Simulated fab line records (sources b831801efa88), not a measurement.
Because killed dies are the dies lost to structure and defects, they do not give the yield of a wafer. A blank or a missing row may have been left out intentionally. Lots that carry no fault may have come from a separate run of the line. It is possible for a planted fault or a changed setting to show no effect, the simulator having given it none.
Which tool did it? ; flow sky130 ; 12 lots with 36 wafers sampled at 5 steps, on a route of 708 steps

WHAT THE GAUGES READ, wafer by wafer
SKY_NWELL_THK_MEAS_02. Usual: for NWELL_OXIDATION_THK the level is 10.03 nm and the standard deviation is 0.16.
lot;measured;on;NWELL_OXIDATION_THK (nm);flag
L614;day 2 14:07;film metro-04;10.09 10.29 10.24;
L615;day 2 18:36;film metro-04;10.24 10.12 10.00;
L616;day 2 23:01;film metro-04;10.14 10.17 10.08;
L625;day 4 22:26;film metro-01;10.32 10.42 10.49;
L628;day 5 12:10;film metro-02;9.92 9.96 9.88;
L629;day 5 20:24;film metro-01;9.95 9.95 10.27;
L630;day 6 00:53;film metro-04;9.98 10.11 10.09;
L632;day 6 09:25;film metro-01;9.82 9.87 9.86;
L633;day 6 15:58;film metro-02;9.91 9.97 9.91;
L634;day 6 21:46;film metro-01;9.90 9.99 10.14;
L636;day 7 09:21;film metro-02;9.93 10.06 10.12;
L637;day 7 16:48;film metro-01;10.17 10.02 9.86;

SKY_POLY_CUT_CD_MEAS_08: the cd target is 270 nm. Usual: cd nm at 269.4 nm, with a standard deviation of 1.3.
lot;measured;on;cd nm (nm);flag
L614;day 24 14:38;cd sem-01;268.5 268.5 269.0;
L615;day 24 16:46;cd sem-01;268.4 267.3 267.1;
L616;day 25 03:56;cd sem-01;271.4 270.2 270.2;
L625;day 28 20:13;cd sem-02;269.5 269.3 269.1;
L628;day 30 00:56;cd sem-01;269.3 267.8 268.4;
L629;day 30 01:31;cd sem-02;269.8 270.4 270.1;
L630;day 30 04:11;cd sem-02;269.4 269.0 269.6;
L632;day 30 14:17;cd sem-02;266.2 267.0 266.7;
L633;day 31 04:49;cd sem-02;271.9 272.2 270.7;
L634;day 31 07:10;cd sem-01;268.9 270.1 268.4;
L636;day 32 01:25;cd sem-02;269.0 269.4 268.7;
L637;day 32 05:05;cd sem-02;269.0 269.5 269.7;

SKY_LI_CONTACT_OVL_MEAS_13. Usual: for LI_CONTACT_OVL the level is -2 nm and the standard deviation is 6.
lot;measured;on;LI_CONTACT_OVL (nm);flag
L614;day 29 14:44;overlay-01;-4 14 -1;
L615;day 29 15:34;overlay-01;2 -3 1;
L616;day 30 02:58;overlay-01;-5 3 -10;
L625;day 33 13:52;overlay-01;-3 0 -3;
L628;day 34 16:47;overlay-02;-3 -1 -1;
L629;day 34 19:22;overlay-02;1 -4 9;
L630;day 34 19:30;overlay-01;-20 -15 -10;
L632;day 35 04:53;overlay-01;5 9 1;
L633;day 35 17:09;overlay-02;-3 -1 -8;
L634;day 35 21:12;overlay-01;6 3 9;
L636;day 36 12:46;overlay-01;7 6 8;
L637;day 36 16:40;overlay-02;-3 2 -6;

WHICH TOOL RAN EACH LOT (tool, then ch and the chambers of the sampled wafers, then the start)
lot;SKY_LDD_N_IMPLANT_10;SKY_LDD_N_STRIP_16
L614;implanter-03 ch 0, day 18 01:14;plasma asher-03 ch 0,1, day 18 02:06
L615;implanter-02 ch 0, day 18 01:56;plasma asher-01 ch 0,1, day 18 02:48
L616;implanter-02 ch 0, day 18 14:58;plasma asher-04 ch 0,1, day 18 15:52
L625;implanter-02 ch 0, day 22 12:33;plasma asher-04 ch 0,1, day 22 13:27
L628;implanter-02 ch 0, day 23 06:24;plasma asher-01 ch 1, day 23 07:18
L629;implanter-02 ch 0, day 23 18:00;plasma asher-04 ch 0,1, day 23 18:54
L630;implanter-03 ch 0, day 23 22:05;plasma asher-03 ch 0,1, day 23 22:56
L632;implanter-01 ch 0, day 24 11:21;plasma asher-03 ch 0,1, day 24 12:15
L633;implanter-01 ch 0, day 25 00:51;plasma asher-01 ch 0,1, day 25 01:44
L634;implanter-01 ch 0, day 25 02:52;plasma asher-03 ch 0,1, day 25 03:45
L636;implanter-03 ch 0, day 25 23:23;plasma asher-01 ch 0,1, day 26 00:15
L637;implanter-03 ch 0, day 26 02:58;plasma asher-03 ch 0,1, day 26 03:52
- SKY_LDD_N_IMPLANT_10
- SKY_LDD_N_STRIP_16: strips in O2/N2.

AS READ BY THE TOOLS THEMSELVES (means over the sampled wafers that have a number; for cases with no such wafer, the mark the record gives instead)
SKY_LDD_N_IMPLANT_10. Usual: beam on s 10.09 s, standard deviation 0.23; dose ions cm2 7.5e+13, standard deviation 8.2e+10; faraday current uA 419, standard deviation 9.5; rotation deg 203.01 degrees, standard deviation 0.048.
lot;tool;beam on s (s);dose ions cm2;faraday current uA;rotation deg (degrees);flag
L614;implanter-03;10.00;7.5e+13;423;203.03;
L615;implanter-02;10.28;7.5e+13;412;203.03;
L616;implanter-02;10.39;7.5e+13;406;202.99;
L625;implanter-02;8.01;7.5e+13;529;203.01;OFF
L628;implanter-02;8.05;7.5e+13;525;203.00;OFF
L629;implanter-02;7.86;7.5e+13;537;202.99;OFF
L630;implanter-03;10.01;7.5e+13;422;203.02;
L632;implanter-01;9.96;7.5e+13;424;202.99;
L633;implanter-01;10.02;7.5e+13;423;203.11;
L634;implanter-01;10.01;7.5e+13;422;203.02;
L636;implanter-03;10.07;7.5e+13;421;203.00;
L637;implanter-03;9.92;7.5e+13;425;203.02;

SKY_LDD_N_STRIP_16. Usual: drypump motor current A 5.52 A, standard deviation 0.24; n2 flow sccm 300.0 sccm, standard deviation 0.8; oes product au 0.407 a.u., standard deviation 0.004; strip time to endpoint s 4.314 s, standard deviation 0.016.
lot;tool;drypump motor current A (A);n2 flow sccm (sccm);oes product au (a.u.);strip time to endpoint s (s);flag
L614;plasma asher-03;5.42;299.3;0.409;4.320;
L615;plasma asher-01;5.34;300.0;0.406;4.320;
L616;plasma asher-04;5.59;299.7;0.404;4.328;
L625;plasma asher-04;5.64;299.7;0.401;4.280;
L628;plasma asher-01;5.93;301.2;0.406;4.260;OFF
L629;plasma asher-04;5.60;300.4;0.406;4.261;OFF
L630;plasma asher-03;5.42;299.8;0.411;4.332;
L632;plasma asher-03;5.43;299.5;0.409;4.329;
L633;plasma asher-01;5.63;300.1;0.405;4.322;
L634;plasma asher-03;5.42;300.8;0.405;4.307;
L636;plasma asher-01;5.64;300.2;0.407;4.296;
L637;plasma asher-03;5.43;300.2;0.409;4.297;

THE ANSWER, worked out from the rows above alone
Rule: a lot is off if the mean of its wafers that have a number lies more than 3 standard deviations from the usual mean. A lot without any number at a reading at which 4 lots or more have one is off too. Where the step has rows for the other lots, those lots are counted as sound. The gauges are gone through in route order, then the tools' own readings, and for those a lot's mean is taken as printed above. The first step at which some lot is off is used, and at that step the reading that is off furthest; a lot without a number counts as furthest.
Off, at SKY_LDD_N_IMPLANT_10 on faraday current uA: L625, L628, L629.
If a tool, at that step or one of the process steps before it, ran each lot that is off and ran no sound lot following the first of them, it fits. One fits: implanter-02 at SKY_LDD_N_IMPLANT_10. Its last sound lot is L616 (day 18 14:58), its first lot that is off L625 (day 22 12:33): a fault that began between those two fits.
The tool's own readings at SKY_LDD_N_IMPLANT_10 bear it out: on the lots that are off they differ by more than 5 times the standard deviation of the sound lots' means. beam on s reads 7.97 s there against 10.07 s on the sound lots; faraday current uA reads 530 there against 420 on the sound lots.

WHAT THE SIMULATOR PUT IN
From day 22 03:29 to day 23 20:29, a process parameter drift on implanter-02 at SKY_LDD_N_IMPLANT_10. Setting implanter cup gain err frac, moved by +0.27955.
Struck lots among those shown: L625, L628, L629. The same result came from the rule above.
